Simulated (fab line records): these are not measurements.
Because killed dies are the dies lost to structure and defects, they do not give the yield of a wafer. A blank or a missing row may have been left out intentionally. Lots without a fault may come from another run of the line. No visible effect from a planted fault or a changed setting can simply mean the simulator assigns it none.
One fault seen from 2 desks    flow sky130    each desk holds nothing but its own numbers, with what lay behind them at the end

== FROM THE METROLOGY DESK ==
What the gauges read for every lot (on any tool): the sampled wafers with a number, averaged. Any lot whose mean is over 4 standard deviations away from the usual mean is out of limits and marked OUT; that distance is given in the brackets.
Columns: A = VIA3_W_RS at SKY_VIA3_RS_MEAS_22, usual 0.293 ohm/sq; B = CAP2M_CVD_00_THK at SKY_CAP2M_THK_MEAS_01, usual 15.53 nm; C = CAP2M_TIN_RS at SKY_CAP2M_RS_MEAS_03, usual 6.92 ohm/sq
lot   first seen here  A      B      C
L833  day 40 01:04     0.290  15.46  6.90
L834  day 40 02:53     0.299  15.55  6.93
L835  day 40 08:20     0.298  15.65  6.90
L836  day 40 19:28     0.299  15.36  7.06
L840  day 41 21:18     0.296  15.51  6.91
L841  day 42 02:58     0.283  15.47  7.01
L842  day 42 12:47     0.299  15.55  6.82
L848  day 44 16:30     0.299  15.37  7.10
L846  day 44 19:31     0.296  15.61  -
L847  day 44 20:07     0.288  15.26  -
L852  day 44 23:47     0.295  15.56  6.96
L853  day 45 03:40     0.299  15.89  6.93
L854  day 45 21:49     0.294  15.39  6.99
L855  day 46 00:38     0.293  15.69  6.95
Result from this desk: across the 14 lots, nothing is out of limits.

== AT THE TOOL OWNER'S DESK: pvd_sputter-03 ==
The tool's own readings at SKY_CAP2M_SPUTTER_02 (material TiN, target thk 200 nm, time 166.7 s): means of the sampled wafers that have a number, for each lot that ran on this tool. Any lot whose mean is over 4 standard deviations away from the usual mean is out of limits and marked OUT; that distance is given in the brackets.
Columns: A = cathode_dc_power_W at SKY_CAP2M_SPUTTER_02, usual 6500.0 W; B = chamber_pressure_pa at SKY_CAP2M_SPUTTER_02, usual 0.4000 Pa; C = throttle_valve_pct at SKY_CAP2M_SPUTTER_02, usual 29.6 %
lot   first seen here  A       B       C
L853  day 45 04:21     6500.1  0.4000  29.2
This desk's finding: nothing out of limits on the one lot.

== PUT TOGETHER ==
At the metrology desk, nothing out of limits was observed.
The tool owner's desk saw nothing out of limits.

== WHAT THE SIMULATOR HAD PUT IN ==
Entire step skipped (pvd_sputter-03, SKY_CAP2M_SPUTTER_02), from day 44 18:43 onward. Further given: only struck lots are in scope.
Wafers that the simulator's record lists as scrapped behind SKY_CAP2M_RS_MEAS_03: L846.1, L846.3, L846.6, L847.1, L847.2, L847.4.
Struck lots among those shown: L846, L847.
